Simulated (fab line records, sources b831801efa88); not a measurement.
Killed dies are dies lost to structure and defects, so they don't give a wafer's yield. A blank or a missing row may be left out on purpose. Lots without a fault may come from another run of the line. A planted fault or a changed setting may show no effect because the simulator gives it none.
Which tool did it? | flow sky130 | 15 lots, 45 wafers sampled, at 4 steps of a route of 708

WHAT THE GAUGES READ, wafer by wafer
The record holds no reading of a measuring or inspecting step that can be judged against a usual standard deviation.

WHICH TOOL RAN EACH LOT (tool, then ch and the chambers of the sampled wafers, then the start)
lot  | SKY_SONOS_TUNNEL_DEVELOP_06       | SKY_METAL2_SPUTTER_02        | SKY_METAL2_SPUTTER_03        | SKY_METAL3_SPUTTER_02
L863 | litho_track-02 ch 0, day 11 06:19 | pvd_sputter-03, day 34 01:44 | pvd_sputter-03, day 34 01:45 | pvd_sputter-01, day 36 10:31
L864 | litho_track-04 ch 0, day 12 00:53 | pvd_sputter-04, day 34 23:02 | pvd_sputter-04, day 34 23:04 | pvd_sputter-02, day 37 06:59
L865 | litho_track-02 ch 0, day 12 09:25 | pvd_sputter-04, day 35 03:02 | pvd_sputter-04, day 35 03:04 | pvd_sputter-01, day 37 10:40
L866 | litho_track-03 ch 0, day 12 20:27 | pvd_sputter-03, day 35 17:49 | pvd_sputter-03, day 35 17:50 | pvd_sputter-04, day 38 01:53
L868 | litho_track-02 ch 0, day 13 01:13 | pvd_sputter-04, day 35 22:28 | pvd_sputter-04, day 35 22:29 | pvd_sputter-04, day 38 04:55
L867 | litho_track-03 ch 0, day 13 02:06 | pvd_sputter-04, day 36 02:28 | pvd_sputter-04, day 36 02:29 | pvd_sputter-01, day 38 09:19
L869 | litho_track-04 ch 0, day 13 12:55 | pvd_sputter-03, day 36 12:33 | pvd_sputter-03, day 36 12:35 | pvd_sputter-01, day 38 19:17
L871 | litho_track-04 ch 0, day 14 00:31 | pvd_sputter-04, day 37 00:23 | pvd_sputter-04, day 37 00:24 | pvd_sputter-01, day 39 07:11
L872 | litho_track-04 ch 0, day 14 15:28 | pvd_sputter-04, day 37 16:05 | pvd_sputter-04, day 37 16:07 | pvd_sputter-02, day 39 21:19
L873 | litho_track-02 ch 0, day 15 01:01 | pvd_sputter-02, day 38 01:30 | pvd_sputter-02, day 38 01:31 | pvd_sputter-01, day 40 07:53
L874 | litho_track-04 ch 0, day 15 01:23 | pvd_sputter-02, day 38 00:20 | pvd_sputter-02, day 38 00:22 | pvd_sputter-01, day 40 06:05
L875 | litho_track-04 ch 0, day 15 14:08 | pvd_sputter-04, day 38 06:01 | pvd_sputter-04, day 38 06:02 | pvd_sputter-02, day 40 11:30
L883 | litho_track-04, day 18 19:19      | -                            | -                            | -
L882 | litho_track-03, day 18 20:48      | -                            | -                            | -
L884 | litho_track-02, day 18 23:36      | -                            | -                            | -
- SKY_SONOS_TUNNEL_DEVELOP_06: develop time 60 s.
- SKY_METAL2_SPUTTER_02: material AlCu, target thk 250 nm, time 13.3 s.
- SKY_METAL2_SPUTTER_03: material Ti, target thk 5 nm, time 3.3 s.
- SKY_METAL3_SPUTTER_02: material AlCu, target thk 735 nm, time 39.1 s.

WHAT THE TOOLS THEMSELVES READ (means of the sampled wafers that have a number; where no wafer has one, the mark that the record gives instead)
SKY_SONOS_TUNNEL_DEVELOP_06.
lot  | tool           | chill_plate_temp_C (C) | resist_line_temp_C (C)
L863 | litho_track-02 | 23.01                  | 22.94
L864 | litho_track-04 | 23.01                  | 23.09
L865 | litho_track-02 | 22.97                  | 23.03
L866 | litho_track-03 | 23.03                  | 23.13
L868 | litho_track-02 | 22.96                  | 22.95
L867 | litho_track-03 | 23.00                  | 23.13
L869 | litho_track-04 | 23.07                  | 23.08
L871 | litho_track-04 | 22.91                  | 22.96
L872 | litho_track-04 | 23.00                  | 23.07
L873 | litho_track-02 | 22.95                  | 23.06
L874 | litho_track-04 | 22.96                  | 23.02
L875 | litho_track-04 | 23.08                  | 23.01
L883 | litho_track-04 | -                      | -
L882 | litho_track-03 | -                      | -
L884 | litho_track-02 | -                      | -

SKY_METAL2_SPUTTER_02.
lot  | tool           | throttle_valve_pct (%)
L863 | pvd_sputter-03 | 29.7
L864 | pvd_sputter-04 | 30.4
L865 | pvd_sputter-04 | 30.5
L866 | pvd_sputter-03 | 29.0
L868 | pvd_sputter-04 | 30.1
L867 | pvd_sputter-04 | 29.9
L869 | pvd_sputter-03 | 29.9
L871 | pvd_sputter-04 | 30.2
L872 | pvd_sputter-04 | 30.3
L873 | pvd_sputter-02 | 29.5
L874 | pvd_sputter-02 | 29.4
L875 | pvd_sputter-04 | 29.8

SKY_METAL2_SPUTTER_03.
lot  | tool           | throttle_valve_pct (%)
L863 | pvd_sputter-03 | 29.8
L864 | pvd_sputter-04 | 30.5
L865 | pvd_sputter-04 | 30.4
L866 | pvd_sputter-03 | 29.0
L868 | pvd_sputter-04 | 30.2
L867 | pvd_sputter-04 | 29.9
L869 | pvd_sputter-03 | 29.9
L871 | pvd_sputter-04 | 30.4
L872 | pvd_sputter-04 | 30.3
L873 | pvd_sputter-02 | 29.5
L874 | pvd_sputter-02 | 29.3
L875 | pvd_sputter-04 | 29.9

SKY_METAL3_SPUTTER_02.
lot  | tool           | throttle_valve_pct (%)
L863 | pvd_sputter-01 | 30.2
L864 | pvd_sputter-02 | 29.7
L865 | pvd_sputter-01 | 29.7
L866 | pvd_sputter-04 | 30.4
L868 | pvd_sputter-04 | 30.1
L867 | pvd_sputter-01 | 30.4
L869 | pvd_sputter-01 | 30.0
L871 | pvd_sputter-01 | 29.9
L872 | pvd_sputter-02 | 30.4
L873 | pvd_sputter-01 | 30.4
L874 | pvd_sputter-01 | 30.0
L875 | pvd_sputter-02 | 29.6

THE ANSWER, worked out from the rows above alone
Rule: what is usual is taken from the lots themselves. Put in order of their means at a reading, lots are off if they are a third of the lots or fewer, leave a main group of 4 or more, and stand apart from it by a gap of 3 or more times the standard deviation of the main group's means; of several such gaps the widest counts. A main group whose means are all the same, to the digits that the tables above print for the reading, isn't used. A lot without any number at a reading at which 4 lots or more have one is off too. The other lots that the step has rows for count as sound. The gauges are gone through in route order, then the tools' own readings, and for those a lot's mean is taken as printed above. The first step at which some lot is off is used, and at that step the reading that is off furthest; a lot without a number counts as furthest.
Off: L883, L882, L884, at SKY_SONOS_TUNNEL_DEVELOP_06 (chill_plate_temp_C). Without a number there: L883, L882, L884. The main group: mean 23.00 C, standard deviation 0.047.
A tool fits if, at that step or a process step before it, it ran every lot that is off, and no sound lot after the first of them. None of those tried fits.

WHAT THE SIMULATOR HAD PUT IN
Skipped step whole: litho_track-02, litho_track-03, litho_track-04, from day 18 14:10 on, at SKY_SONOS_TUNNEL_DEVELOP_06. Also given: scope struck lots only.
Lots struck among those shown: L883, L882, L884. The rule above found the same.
